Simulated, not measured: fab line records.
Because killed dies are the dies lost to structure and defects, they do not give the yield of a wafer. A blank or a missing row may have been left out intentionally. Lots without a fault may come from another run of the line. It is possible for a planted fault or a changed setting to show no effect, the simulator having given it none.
Split-lot experiment    flow sfq-line    on a route of 325 steps: 5 lots, 27 wafers read

== THE SPLIT ==
At SFQ_TRILAYER_M0_BARC_OPEN_METAL_ETCH_031 (etches BARC in O2, target depth 125 nm, time 41.7 s), the setting time-s was moved away from the recipe's 41.7 s on 9 of the 27 wafers read, by -56.3% to +34.6%. The other wafers ran this setting at the recipe's value.

No step appears in the file between the split and the reading.

== THE READING ==
KrF_of_TRILAYER_M0_LITHO_COAT_021.thk-nm (the simulator's own value, which no gauge read), in nm, at SFQ_TRILAYER_M0_ETCH_METAL_ETCH_024 (etches Nb in Cl2/Ar, stops on SiO2, target depth 240 nm, time 120 s). No usual value for it is given in the file. Here, 18 wafers ran the recipe; their average is 382.0 nm with a standard deviation of 3 nm.

wafer   tool, chamber at the split  time-s as run, s  against the recipe  KrF_of_TRILAYER_M0_LITHO_COAT_021.thk-nm, nm  against lot-mates on the recipe
L075.1  rie-metal-04, 1             18.24             -56.3%              409.6                                         +30.7
L075.2  rie-metal-04, 0             18.24             -56.3%              408.9                                         +30.0
L075.3  rie-metal-04, 0             41.7              recipe              380.4                                         -
L075.4  rie-metal-04, 1             41.7              recipe              377.8                                         -
L075.5  rie-metal-04, 1             41.7              recipe              378.4                                         -
L075.6  rie-metal-04, 0             18.24             -56.3%              407.4                                         +28.5
L078.1  rie-metal-01, 1             18.62             -55.3%              407.2                                         +23.2
L078.2  rie-metal-01, 0             41.7              recipe              381.5                                         -
L078.3  rie-metal-01, 0             41.7              recipe              387.1                                         -
L078.4  rie-metal-01, 1             18.62             -55.3%              409                                           +25.0
L078.5  rie-metal-01, 0             41.7              recipe              383.4                                         -
L078.6  rie-metal-01, 1             18.62             -55.3%              409.1                                         +25.1
L081.1  rie-metal-01, 1             41.7              recipe              383.9                                         -
L081.2  rie-metal-01, 0             41.7              recipe              385.5                                         -
L081.3  rie-metal-01, 0             41.7              recipe              385.4                                         -
L081.4  rie-metal-01, 1             41.7              recipe              383.5                                         -
L081.5  rie-metal-01, 0             41.7              recipe              385.6                                         -
L081.6  rie-metal-01, 1             41.7              recipe              383                                           -
L082.3  rie-metal-01, 1             41.7              recipe              378                                           -
L082.4  rie-metal-01, 0             41.7              recipe              378.3                                         -
L082.5  rie-metal-01, 1             41.7              recipe              377.8                                         -
L085.1  rie-metal-03, 1             56.14             +34.6%              367.1                                         -15.0
L085.2  rie-metal-03, 0             41.7              recipe              380.1                                         -
L085.3  rie-metal-03, 1             56.14             +34.6%              365.5                                         -16.6
L085.4  rie-metal-03, 0             41.7              recipe              381.7                                         -
L085.5  rie-metal-03, 1             41.7              recipe              384.4                                         -
L085.6  rie-metal-03, 0             56.14             +34.6%              363.4                                         -18.7

THE FIT
A straight line over all 27 wafers: KrF_of_TRILAYER_M0_LITHO_COAT_021.thk-nm changes by -0.477 nm for each +1% of time-s; r = -0.98; the points scatter about the line by 2.6 nm.
The same after taking each lot's own level away (the mean of its wafers on the recipe; 27 wafers): -0.485 nm for each +1%; r = -0.99; scatter 1.8 nm.
That fit puts the effect of the largest move of time-s on the reading at 27 nm.
Across the lots, their own levels run from 378.03 to 384.48 nm, a range of 2.2 times the standard deviation given above.
So the lot-to-lot level changes the slope little: the two slopes agree.
Check: +26.7 nm against its lot-mates is what the line predicts for one of the wafers moved furthest among these (-56.3%) when that wafer is left out of the fit. Against them it came out at +30.7 nm.
Tool readings at the split's step, against how far the setting was moved: oes-product-au r = -0.94.

== THE OTHER SPLITS THESE WAFERS WENT THROUGH ==
Before the reading, these wafers also passed through other splits. Each is held against what the fit with the lots' levels taken away leaves over:
other split on the same wafers                     wafers away from the commonest value  r with KrF_of_TRILAYER_M0_LITHO_COAT_021.thk-nm (lot level and that fit taken away)
SFQ_TRILAYER_INCOMING_OXIDATION_002 ox-time-s      12                                    -0.27
SFQ_TRILAYER_L0_VIA_BARC_OPEN_VIA_ETCH_021 time-s  9                                     -0.17

== THE WHOLE CHAIN: every reading that the file lists as answering this split, in the file's order ==
step                                      what it does                                                         reading                                                                                    change (the file's fit)                                                               r (the file's)
SFQ_TRILAYER_M0_BARC_OPEN_METAL_ETCH_031  etches BARC in O2, target depth 125 nm, time 41.7 s                  oes-product-au                                                                             not straight: 1.007 at the lowest setting, 0.684 at the recipe, 0.655 at the highest  not given
SFQ_TRILAYER_M0_BARC_OPEN_METAL_ETCH_031  etches BARC in O2, target depth 125 nm, time 41.7 s                  KrF_of_TRILAYER_M0_LITHO_COAT_021.thk-nm (the simulator's own value, which no gauge read)  -0.502 nm for each +1% of the setting                                                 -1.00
SFQ_TRILAYER_M0_BARC_OPEN_METAL_ETCH_031  etches BARC in O2, target depth 125 nm, time 41.7 s                  etch.depth-nm (the simulator's own value, which no gauge read)                             +0.0894 nm for each +1% of the setting                                                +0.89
SFQ_TRILAYER_M0_ETCH_METAL_ETCH_024       etches Nb in Cl2/Ar, stops on SiO2, target depth 240 nm, time 120 s  KrF_of_TRILAYER_M0_LITHO_COAT_021.thk-nm (the simulator's own value, which no gauge read)  -0.485 nm for each +1% of the setting                                                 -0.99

== THE FILE'S OWN FIT ==
KrF_of_TRILAYER_M0_LITHO_COAT_021.thk-nm changes by -0.485 nm for each +1% of time-s, r = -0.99.
